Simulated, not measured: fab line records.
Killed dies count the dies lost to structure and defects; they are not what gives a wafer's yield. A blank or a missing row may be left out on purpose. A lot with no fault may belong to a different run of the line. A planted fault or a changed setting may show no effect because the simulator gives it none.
fab line records + flow sky130
record:
- lots: 6
- wafers: 18
- last-day: 50
route steps=708 shown VT_ADJUST_LVTN@102 PAD_OPEN@708
lots that met no fault: from a run of the same line without faults
start-h: start of the lot's first displayed wafer, in hours after the record's first day + wait-h: hours since the lot's step before + " repeats the value in the row above + L1.1+2: a single row standing in for several wafers + - no value present, or no start provided + * or withheld: withheld + < > ~ a bound
route shown NAME@n: names a module that has steps shown in the file, with the first one's number in the route + usual: mean and standard deviation over wafers with no fault + same: alike in all rows + chamber/n: place in a boat + sites: readings site by site + _std_site: standard deviation across them + _edge_site: the outer-site mean with the inner-site mean subtracted + radius-mm: for every site, how far away it sits from the centre of the wafer + mask NAME#n: copy n + behind: the most recent tool/chamber to have shaped the wafer + hold: why the lot was held/for how many hours/how that ended + device: the transistor (n, p or np) that didn't switch + end of line: the same wafers' tests at the end of the route + for a step that has no rows: nothing shown but its recipe + killed: dies lost to structure and defects at the first sort, not the wafer's yield + map: a wafer's dies, x killed, . not, _ none there
set.NAME: the run value of the setting; set.NAME@STEP: its run value at that earlier step + model.NAME: the simulator's own value behind a step, which no gauge read
certain route steps with their lots: each step a table, each wafer a row
services: a tool's chamber out of use, with start hour (start-h, from the record's first day; less than 0 if before it), hours out, and reason
== steps ==
step: SKY_VT_ADJUST_LVTN_PEB_05
recipe:
- temp-c: 115
- time-s: withheld
step: SKY_VT_ADJUST_LVTN_DEVELOP_06
recipe:
- wall-angle-deg: 90
- developer: TMAH
- develop-time-s: 60
- dev-temp-c: 23
step: SKY_VT_ADJUST_LVTN_OVL_MEAS_07
usual:
- VT_ADJUST_LVTN_OVL: 0.7/1.3
| lot.wafer | tool       | chamber | start-h | wait-h | VT_ADJUST_LVTN_OVL[nm] |
|-----------|------------|---------|---------|--------|------------------------|
| L910.2    | overlay-02 | -       | 173.65  | -      | -0.7                   |
| L910.3    | "          | -       | "       | "      | 0.0                    |
| L910.6    | "          | -       | "       | "      | -1.9                   |
| L917.1    | overlay-02 | -       | 217.60  | -      | -1.0                   |
| L917.3    | "          | -       | "       | "      | -1.8                   |
| L917.6    | "          | -       | "       | "      | -0.2                   |
| L921.1    | overlay-02 | -       | 246.95  | -      | -0.2                   |
| L921.2    | "          | -       | "       | "      | -1.3                   |
| L921.4    | "          | -       | "       | "      | -0.1                   |
| L922.2    | overlay-01 | -       | 253.12  | -      | -0.1                   |
| L922.4    | "          | -       | "       | "      | 1.3                    |
| L922.5    | "          | -       | "       | "      | -0.5                   |
| L923.1    | overlay-02 | -       | 261.20  | -      | 0.6                    |
| L923.2    | "          | -       | "       | "      | 0.6                    |
| L923.4    | "          | -       | "       | "      | 0.4                    |
| L926.2    | overlay-02 | -       | 280.77  | -      | 0.8                    |
| L926.3    | "          | -       | "       | "      | 1.5                    |
| L926.6    | "          | -       | "       | "      | 0.3                    |
step: SKY_VT_ADJUST_LVTN_IMPLANT_08
recipe:
- species: B
- energy-kev: 30
- dose-cm2: 1.57e+12
- tilt-deg: withheld
step: SKY_VT_ADJUST_LVTN_STRIP_09
recipe:
- chemistry: O2/N2
- power-w: 1400
- pressure-mtorr: 1500
- platen-temp-c: withheld
- o2-flow-sccm: 3000
- n2-flow-sccm: 300
- overash-fraction: 0.5
usual:
- drypump-motor-current-A: 6.2/0.39
- oes-product-au: 0.723/0.0044
- strip-time-to-endpoint-s: 36.90/0.086
| lot.wafer | tool            | chamber | start-h | wait-h | drypump-motor-current-A | oes-product-au | rf-hours-counter-h | strip-time-to-endpoint-s |
|-----------|-----------------|---------|---------|--------|-------------------------|----------------|--------------------|--------------------------|
| L910.2    | plasma-asher-01 | 1       | 173.83  | 0.1    | 6.3                     | 0.728          | 49                 | 37.00                    |
| L910.3    | "               | 0       | "       | "      | 5.5                     | 0.721          | -                  | 36.92                    |
| L910.6    | "               | 1       | "       | "      | 6.3                     | 0.723          | -                  | 36.94                    |
| L917.1    | plasma-asher-01 | 1       | 217.79  | 0.1    | 6.2                     | 0.725          | 54                 | 36.82                    |
| L917.3    | "               | 0       | "       | "      | 5.4                     | 0.715          | -                  | 36.84                    |
| L917.6    | "               | 0       | "       | "      | 5.4                     | 0.728          | -                  | 36.92                    |
| L921.1    | plasma-asher-02 | 1       | 247.14  | 0.1    | 6.2                     | 0.724          | 44                 | 36.86                    |
| L921.2    | "               | 0       | "       | "      | 6.3                     | 0.720          | 44                 | 36.80                    |
| L921.4    | "               | 0       | "       | "      | 6.3                     | 0.724          | -                  | 36.98                    |
| L922.2    | plasma-asher-02 | 1       | 253.30  | 0.1    | 6.1                     | 0.727          | 45                 | 36.87                    |
| L922.4    | "               | 1       | "       | "      | 6.2                     | 0.723          | -                  | 36.93                    |
| L922.5    | "               | 0       | "       | "      | 6.2                     | 0.721          | -                  | 36.93                    |
| L923.1    | plasma-asher-02 | 1       | 261.39  | 0.1    | 6.2                     | 0.708          | 46                 | 36.89                    |
| L923.2    | "               | 0       | "       | "      | 6.3                     | 0.721          | 46                 | 36.95                    |
| L923.4    | "               | 1       | "       | "      | 6.2                     | 0.725          | -                  | 36.85                    |
| L926.2    | plasma-asher-03 | 1       | 280.95  | 0.1    | 6.8                     | 0.722          | 58                 | 36.89                    |
| L926.3    | "               | 0       | "       | "      | 5.8                     | 0.722          | -                  | 36.84                    |
| L926.6    | "               | 1       | "       | "      | 6.8                     | 0.722          | -                  | 36.90                    |
step: SKY_VT_ADJUST_LVTN_TW_MEAS_10
usual:
- VT_ADJUST_LVTN_TW: 243/3.3
| lot.wafer | tool          | chamber | start-h | wait-h | VT_ADJUST_LVTN_TW |
|-----------|---------------|---------|---------|--------|-------------------|
| L910.2    | film-metro-03 | -       | 173.94  | 0.1    | 245               |
| L910.3    | "             | -       | "       | "      | 245               |
| L910.6    | "             | -       | "       | "      | 246               |
| L917.1    | film-metro-04 | -       | 217.89  | 0.1    | 240               |
| L917.3    | "             | -       | "       | "      | 241               |
| L917.6    | "             | -       | "       | "      | 242               |
| L921.1    | film-metro-02 | -       | 247.24  | 0.1    | 241               |
| L921.2    | "             | -       | "       | "      | 242               |
| L921.4    | "             | -       | "       | "      | 241               |
| L922.2    | film-metro-03 | -       | 253.41  | 0.1    | 247               |
| L922.4    | "             | -       | "       | "      | 246               |
| L922.5    | "             | -       | "       | "      | 249               |
| L923.1    | film-metro-04 | -       | 261.49  | 0.1    | 236               |
| L923.2    | "             | -       | "       | "      | 237               |
| L923.4    | "             | -       | "       | "      | 237               |
| L926.2    | film-metro-03 | -       | 281.06  | 0.1    | 245               |
| L926.3    | "             | -       | "       | "      | 246               |
| L926.6    | "             | -       | "       | "      | 246               |
step: SKY_VT_ADJUST_LVTN_DEHYDRATE_11
recipe:
- temp-c: 200
- time-s: 60
step: SKY_VT_ADJUST_LVTN_HMDS_12
recipe:
- prime-time-s: 60
- prime-temp-c: 120
step: SKY_VT_ADJUST_LVTN_COAT_13
recipe:
- resist: NOVOLAK
- spin-rpm: 3000
- resist-thk-nm: 1140
step: SKY_VT_ADJUST_LVTN_SOFTBAKE_14
recipe:
- temp-c: 90
- time-s: 60
- resist: NOVOLAK
step: SKY_VT_ADJUST_LVTN_EXPOSE_15
recipe:
- mask-id: HVN_STD_DERIVED
- na: 0.6
- source-shape: conventional
- sigma-outer: 0.6
- polarization: unpolarized
- target-cd-nm: 600
- dose-mj: 163
step: SKY_VT_ADJUST_LVTN_PEB_16
recipe:
- temp-c: withheld
- time-s: *
- resist: NOVOLAK
step: SKY_VT_ADJUST_LVTN_DEVELOP_17
recipe:
- resist: NOVOLAK
- developer: TMAH
- develop-time-s: 62.06
- dev-temp-c: 23
usual:
- developer-temp-C: 22.97/0.092
| lot.wafer | tool           | chamber | start-h | wait-h | developer-temp-C | model.VT_ADJUST_LVTN.cd-nm |
|-----------|----------------|---------|---------|--------|------------------|----------------------------|
| L910.2    | litho-track-02 | 0       | 193.54  | 0.1    | 23.01            | 602.2                      |
| L910.3    | "              | 0       | "       | "      | 22.95            | 601.5                      |
| L910.6    | "              | 0       | "       | "      | 22.99            | 601.2                      |
| L917.1    | litho-track-03 | 0       | 239.95  | 0.1    | 22.97            | 601                        |
| L917.3    | "              | 0       | "       | "      | 22.89            | 601.3                      |
| L917.6    | "              | 0       | "       | "      | 23.19            | 602                        |
| L921.1    | litho-track-02 | 0       | 270.56  | 0.1    | 22.84            | 602.9                      |
| L921.2    | "              | 0       | "       | "      | 22.91            | 603.4                      |
| L921.4    | "              | 0       | "       | "      | 22.97            | 602.1                      |
| L922.2    | litho-track-03 | 0       | 277.42  | 0.1    | 25.44            | 592.8                      |
| L922.4    | "              | 0       | "       | "      | 25.48            | 594.9                      |
| L922.5    | "              | 0       | "       | "      | 25.54            | 595.3                      |
| L923.1    | litho-track-03 | 0       | 286.00  | 0.1    | 25.32            | 595.2                      |
| L923.2    | "              | 0       | "       | "      | 25.34            | 595.8                      |
| L923.4    | "              | 0       | "       | "      | 25.17            | 594.9                      |
| L926.2    | litho-track-04 | 0       | 307.38  | 0.1    | 23.02            | 604.1                      |
| L926.3    | "              | 0       | "       | "      | 23.05            | 605.3                      |
| L926.6    | "              | 0       | "       | "      | 23.02            | 603.8                      |
step: SKY_VT_ADJUST_LVTN_OVL_MEAS_18
usual:
- VT_ADJUST_LVTN_01_OVL: 0.2/1.3
| lot.wafer | tool       | chamber | start-h | wait-h | VT_ADJUST_LVTN_01_OVL[nm] |
|-----------|------------|---------|---------|--------|---------------------------|
| L910.2    | overlay-02 | -       | 193.67  | 0.1    | 1.7                       |
| L910.3    | "          | -       | "       | "      | 1.0                       |
| L910.6    | "          | -       | "       | "      | 0.9                       |
| L917.1    | overlay-02 | -       | 240.10  | 0.1    | 1.1                       |
| L917.3    | "          | -       | "       | "      | -0.6                      |
| L917.6    | "          | -       | "       | "      | 0.6                       |
| L921.1    | overlay-01 | -       | 270.71  | 0.1    | -1.3                      |
| L921.2    | "          | -       | "       | "      | -1.2                      |
| L921.4    | "          | -       | "       | "      | -0.4                      |
| L922.2    | overlay-02 | -       | 277.55  | 0.1    | 2.8                       |
| L922.4    | "          | -       | "       | "      | 2.4                       |
| L922.5    | "          | -       | "       | "      | 2.9                       |
| L923.1    | overlay-01 | -       | 286.15  | 0.1    | -1.0                      |
| L923.2    | "          | -       | "       | "      | -1.8                      |
| L923.4    | "          | -       | "       | "      | -1.4                      |
| L926.2    | overlay-02 | -       | 307.51  | 0.1    | 0.2                       |
| L926.3    | "          | -       | "       | "      | -0.7                      |
| L926.6    | "          | -       | "       | "      | -1.1                      |
step: SKY_PAD_OPEN_PROBE_99
usual:
- killed_at_M0_to_M3: 44/7.4
- killed_at_M4_up: 3.2/1.8
- killed-at-contacts: 25/5.2
- killed-at-front-end: 15/4.5
- killed-at-other: 0.2/0.43
- killed-dies: 87/9.6
- killed-open: 48/7.6
- killed-short: 40/5.7
same:
- gross-dies: 492
- killed-at-back-side: 0
| lot.wafer | tool      | chamber | start-h | wait-h | killed_at_M0_to_M3 | killed_at_M4_up | killed-at-contacts | killed-at-front-end | killed-at-other | killed-dies | killed-open | killed-short |
|-----------|-----------|---------|---------|--------|--------------------|-----------------|--------------------|---------------------|-----------------|-------------|-------------|--------------|
| L917.1    | prober-01 | -       | 1146.71 | 0.1    | 46                 | 4               | 16                 | 12                  | 0               | 78          | 43          | 35           |
| L917.3    | prober-01 | -       | 1146.81 | 0.2    | 35                 | 9               | 27                 | 22                  | 0               | 93          | 49          | 44           |
| L917.6    | prober-01 | -       | 1146.96 | 0.2    | 44                 | 3               | 14                 | 14                  | 0               | 75          | 35          | 40           |
| L921.1    | prober-01 | -       | 1171.08 | 0.1    | 48                 | 6               | 15                 | 9                   | 0               | 78          | 40          | 38           |
| L921.2    | prober-01 | -       | 1171.13 | 0.1    | 52                 | 4               | 30                 | 10                  | 0               | 96          | 52          | 44           |
| L921.4    | prober-01 | -       | 1171.23 | 0.2    | 37                 | 6               | 19                 | 12                  | 0               | 74          | 37          | 37           |
| L926.2    | prober-02 | -       | 1189.97 | 0.1    | 31                 | 2               | 29                 | 7                   | 0               | 69          | 36          | 33           |
| L926.3    | prober-02 | -       | 1190.02 | 0.2    | 49                 | 3               | 30                 | 12                  | 0               | 94          | 58          | 36           |
| L926.6    | prober-02 | -       | 1190.17 | 0.2    | 44                 | 7               | 31                 | 19                  | 0               | 101         | 48          | 53           |
killed by level:class
L917.1 VIA1:geometric-particle:open=15 CONTACT:geometric-particle:open=9 METAL2:geometric-particle:short=8 METAL1:geometric-particle:short=7 VIA3:geometric-particle:open=6 POLY_GATE:geometric-particle:short=5 FIELD_ISO:geometric-particle:open=3 VIA2:geometric-particle:open=3
L917.3 CONTACT:geometric-particle:open=12 VIA1:geometric-particle:open=10 POLY_GATE:geometric-particle:open=9 METAL2:geometric-particle:short=9 LI_CONTACT:geometric-particle:open=8 METAL4:geometric-particle:short=7 FIELD_ISO:geometric-particle:short=4 CONTACT:geometric-particle:short=4
L917.6 VIA1:geometric-particle:open=11 METAL2:geometric-particle:short=8 CONTACT:geometric-particle:open=5 VIA3:geometric-particle:short=5 VIA3:geometric-particle:open=4 METAL1:geometric-particle:short=4 VIA1:geometric-particle:short=4 SPACER:geometric-particle:open=3
L921.1 VIA1:geometric-particle:open=13 VIA3:geometric-particle:open=8 VIA3:geometric-particle:short=6 METAL1:geometric-particle:short=5 LI_CONTACT:geometric-particle:open=4 LOCAL_INTERCONNECT:geometric-particle:short=4 VIA2:geometric-particle:open=4 VIA1:geometric-particle:short=4
L921.2 CONTACT:geometric-particle:open=12 VIA1:geometric-particle:open=10 VIA1:geometric-particle:short=9 VIA3:geometric-particle:open=8 LI_CONTACT:geometric-particle:open=7 VIA2:geometric-particle:open=6 LOCAL_INTERCONNECT:geometric-particle:short=5 CONTACT:geometric-particle:short=5
L921.4 LI_CONTACT:geometric-particle:open=7 VIA3:geometric-particle:open=7 VIA1:geometric-particle:open=7 METAL2:geometric-particle:short=6 VIA2:geometric-particle:open=5 POLY_GATE:geometric-particle:short=4 LOCAL_INTERCONNECT:geometric-particle:short=4 CONTACT:geometric-particle:open=4
L926.2 CONTACT:geometric-particle:open=14 LI_CONTACT:geometric-particle:open=6 METAL2:geometric-particle:short=6 LOCAL_INTERCONNECT:geometric-particle:short=5 VIA1:geometric-particle:short=4 METAL1:geometric-particle:short=4 POLY_GATE:geometric-particle:short=3 CONTACT:geometric-particle:short=3
L926.3 CONTACT:geometric-particle:open=15 VIA3:geometric-particle:open=10 VIA1:geometric-particle:open=10 LOCAL_INTERCONNECT:geometric-particle:short=6 VIA1:geometric-particle:short=6 POLY_GATE:geometric-particle:open=4 VIA2:geometric-particle:open=4 VIA3:geometric-particle:short=4
L926.6 VIA1:geometric-particle:open=12 METAL1:geometric-particle:short=9 LI_CONTACT:geometric-particle:short=8 POLY_GATE:geometric-particle:short=7 LI_CONTACT:geometric-particle:open=7 CONTACT:geometric-particle:open=7 VIA1:geometric-particle:short=6 FIELD_ISO:geometric-particle:open=4
== services ==
| tool            | chamber | start-h | hours | kind   |
|-----------------|---------|---------|-------|--------|
| plasma-asher-01 | -       | 169.70  | 1.8   | repair |
| plasma-asher-03 | -       | 226.55  | 4.0   | repair |
| plasma-asher-03 | -       | 245.89  | 2.5   | repair |
| plasma-asher-01 | -       | 261.90  | 2.4   | repair |
| plasma-asher-03 | -       | 269.32  | 1.4   | repair |
| plasma-asher-02 | -       | 272.30  | 10.8  | repair |
== key ==
first-sign:
- step: SKY_VT_ADJUST_LVTN_DEVELOP_17
- reading: developer-temp-C
- direction: up
- sigmas: 26
- usual: *
- struck: *
effect none on later readings
model-effect:
- step: SKY_VT_ADJUST_LVTN_DEVELOP_17
- value: VT_ADJUST_LVTN.cd-nm
- without: 602.2
- struck: 594.8
met-at SKY_VT_ADJUST_LVTN_DEVELOP_17
struck-wafers L922.2,L922.4,L922.5,L923.1,L923.2,L923.4
tester-left-out L922,L923
onset-between 239.95 277.42
fault:
- kind: process-parameter-drift
- tool: litho-track-03
- chamber: -
- onset-h: 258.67
- steps: SKY_VT_ADJUST_LVTN_DEVELOP_17
- channel: dev-temp-c
- offset: *
- shape: step
- end-h: 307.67
- acts-in: *
- stated: *
tester-left-out: of these lots the tester's yield and bins aren't shown, on N5 and GAA mostly nor the transistor test; their killed dies are dies lost to structure and defects alone, not to doping, threshold or leakage, so they don't give the yield
